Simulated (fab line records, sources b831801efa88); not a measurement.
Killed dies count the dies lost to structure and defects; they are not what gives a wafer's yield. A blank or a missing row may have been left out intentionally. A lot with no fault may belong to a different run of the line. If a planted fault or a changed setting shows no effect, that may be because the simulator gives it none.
Shared-tool check + flow sky130 + Sample size 13 lots and 39 wafers

## THE REASON FOR OPENING IT
SKY_LDD_LDN_TW_MEAS_13, reading LDD_LDN_TW: flagged on 1 of 13 lots. Fault-free wafers read 1488, with a standard deviation of 8.6.
Rule: a lot is flagged when every wafer of it that has a number lies more than 4 standard deviations from that mean, or none has a number. The other lots count as sound.

| lot  | measured     | on           | LDD_LDN_TW, wafer by wafer | flag    |
|------|--------------|--------------|----------------------------|---------|
| L800 | day 23 08:29 | filmMetro-03 | 1483 1486 1486             |         |
| L801 | day 23 13:51 | filmMetro-04 | 1501 1489 1501             |         |
| L803 | day 24 11:32 | filmMetro-01 | 1485 1480 1487             |         |
| L804 | day 25 02:33 | filmMetro-03 | 1482 1484 1479             |         |
| L807 | day 25 14:47 | filmMetro-04 | 1498 1500 1494             |         |
| L806 | day 25 16:00 | filmMetro-03 | 1485 1490 1479             |         |
| L808 | day 26 05:51 | filmMetro-04 | 31 30 30                   | FLAGGED |
| L813 | day 27 20:29 | filmMetro-03 | 1484 1485 1488             |         |
| L817 | day 29 00:14 | filmMetro-04 | 1486 1494 1487             |         |
| L818 | day 29 09:10 | filmMetro-03 | 1479 1482 1487             |         |
| L820 | day 30 07:02 | filmMetro-04 | 1490 1492 1496             |         |
| L821 | day 30 07:30 | filmMetro-04 | 1484 1486 1487             |         |
| L823 | day 30 16:24 | filmMetro-03 | 1474 1483 1486             |         |
On average the flagged lots read 30, which is -1458 against the usual, or -99 or more standard deviations.

## TOOL THAT RAN EACH LOT
The record holds 1 process step before the reading, out of a route of 708 steps. In each cell: the tool, then ch and the chambers that the sampled wafers went through, then the start.
| lot  | flag    | SKY_LDD_LDN_EXPOSE_04              |
|------|---------|------------------------------------|
| L800 |         | ilineStepper-01 ch 0, day 22 17:12 |
| L801 |         | ilineStepper-01 ch 0, day 22 22:32 |
| L803 |         | ilineStepper-02 ch 0, day 23 20:16 |
| L804 |         | ilineStepper-01 ch 0, day 24 11:54 |
| L807 |         | ilineStepper-01 ch 0, day 24 23:06 |
| L806 |         | ilineStepper-01 ch 0, day 25 00:12 |
| L808 | FLAGGED | ilineStepper-01 ch 0, day 25 15:07 |
| L813 |         | ilineStepper-02 ch 0, day 27 06:16 |
| L817 |         | ilineStepper-01 ch 0, day 28 09:10 |
| L818 |         | ilineStepper-02 ch 0, day 28 18:42 |
| L820 |         | ilineStepper-02 ch 0, day 29 15:59 |
| L821 |         | ilineStepper-02 ch 0, day 29 16:34 |
| L823 |         | ilineStepper-01 ch 0, day 30 01:44 |
What is done by these steps:
- SKY_LDD_LDN_EXPOSE_04: exposes mask LDNTM, target cd 700 nm.
- SKY_LDD_LDN_TW_MEAS_13

## FLAGGED OVER TOTAL, TOOL BY TOOL (the gauges that took the reading come last)
| step                   | tool            | lots run | flagged | share of the flagged lots | sound lots run after its first flagged lot |
|------------------------|-----------------|----------|---------|---------------------------|--------------------------------------------|
| SKY_LDD_LDN_EXPOSE_04  | ilineStepper-01 | 8        | 1       | all                       | 2 (L817,L823)                              |
| SKY_LDD_LDN_EXPOSE_04  | ilineStepper-02 | 5        | 0       | none                      | -                                          |
| SKY_LDD_LDN_TW_MEAS_13 | filmMetro-01    | 1        | 0       | none                      | -                                          |
| SKY_LDD_LDN_TW_MEAS_13 | filmMetro-03    | 6        | 0       | none                      | -                                          |
| SKY_LDD_LDN_TW_MEAS_13 | filmMetro-04    | 6        | 1       | all                       | 3 (L817,L820,L821)                         |

## WHAT THE TABLE PERMITS
Table rows that saw every flagged lot: 2, namely ilineStepper-01 at SKY_LDD_LDN_EXPOSE_04 and filmMetro-04 at SKY_LDD_LDN_TW_MEAS_13.
- ilineStepper-01 at SKY_LDD_LDN_EXPOSE_04 ran 8 lots, 1 of them flagged. Sound lots followed the first flagged one (L817, L823) on it, something a lasting fault affecting the whole tool could not allow.
- filmMetro-04 at SKY_LDD_LDN_TW_MEAS_13 ran 6 lots, 1 of them flagged. Sound lots followed the first flagged one (L817, L820, L821) on it, something a lasting fault affecting the whole tool could not allow.
None of the table's rows ran every flagged lot and, after the first, no sound lot.

## WHAT THE SIMULATOR PUT IN
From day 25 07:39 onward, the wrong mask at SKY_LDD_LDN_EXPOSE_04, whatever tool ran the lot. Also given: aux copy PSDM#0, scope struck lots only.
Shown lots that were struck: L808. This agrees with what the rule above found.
